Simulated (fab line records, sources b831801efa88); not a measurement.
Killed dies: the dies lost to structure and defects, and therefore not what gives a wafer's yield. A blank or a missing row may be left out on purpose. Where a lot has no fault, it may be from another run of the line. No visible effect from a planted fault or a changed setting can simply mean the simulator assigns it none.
Code-filled problem report in 8D (eight disciplines) form | flow sky130 | the parts of the form that need people (team, actions taken, sign-off) are left out

## 1. THE PROBLEM
cathodeDcPowerW at SKY_METAL5_SPUTTER_01 reads a mean of 7257.7 W on 1 wafer of 1 lot; wafers without a fault read 6500.0 W with a standard deviation of 1.1. So: +99 or more standard deviations from the usual mean.
The step: material TiN, target thk 20 nm, time 16.7 s.
First seen on wafer L275.5, day 47 14:52, on pvdSputter-04. The record has a number at this step for 39 wafers belonging to 13 lots. Rule for "out", or "out of limits": more than 4 standard deviations from the usual mean. Any other wafer with a number is counted as sound.

## 2. WHAT IT IS, WHAT IT ISN'T
question                    | is                | is not
which readings at this step | cathodeDcPowerW   | throttleValvePct
which lots                  | L275              | L259, L260, L261, L262, L264, L266, L269, L271, L272, L273, L274, L282
which wafers of those lots  | L275.5            | L275.2, L275.3
read on which tools         | pvdSputter-04     | pvdSputter-02, pvdSputter-03
when                        | from day 47 14:52 | up to then (35 sound wafers); but 3 sound wafers of L282 came after

## 3. WHAT RULES OUT EACH SUSPECT
Counting: if a tool at a process step up to the reading ran every lot that is out, it stays a suspect. Sound lots after the first of them don't rule it out here, since some wafers of a struck lot are sound.
- pvdSputter-04 at SKY_METAL5_SPUTTER_01 (material TiN, target thk 20 nm, time 16.7 s): kept. L275, the lot that is out, went through it at day 47 14:52; up to then, the latest sound lot through it was L274 at day 47 05:59. Out on those wafers are its own readings of cathodeDcPowerW.
Left after counting: pvdSputter-04 at SKY_METAL5_SPUTTER_01.

## 4. THE CAUSE (what the simulator had put in)
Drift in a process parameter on pvdSputter-04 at SKY_METAL5_SPUTTER_01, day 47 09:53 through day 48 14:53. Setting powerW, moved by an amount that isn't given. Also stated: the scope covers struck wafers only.
This tool alone remained once counting was done.

## 5. THE EFFECT CHAIN, in route order
Rows list readings where the struck wafers' mean (over those with a number) sits beyond 3 standard deviations from the usual. Only readings whose record carries a usual standard deviation are examined. hours: median over the lots of the time between each lot's start at the first step of this table that gives one and its start at this step. sigmas: the change, counted in usual standard deviations.
hours | step                  | reading         | usual    | on struck wafers | change | sigmas
0     | SKY_METAL5_SPUTTER_01 | cathodeDcPowerW | 6500.0 W | 7257.7           | +757.7 | +99 or more
Its process steps:
- SKY_METAL5_SPUTTER_01: material TiN, target thk 20 nm, time 16.7 s.

## 6. WHAT WOULD HAVE CAUGHT IT SOONER
In this record no reading fell out of limits until day 47 14:52, 5 hours after the fault had begun at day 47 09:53.
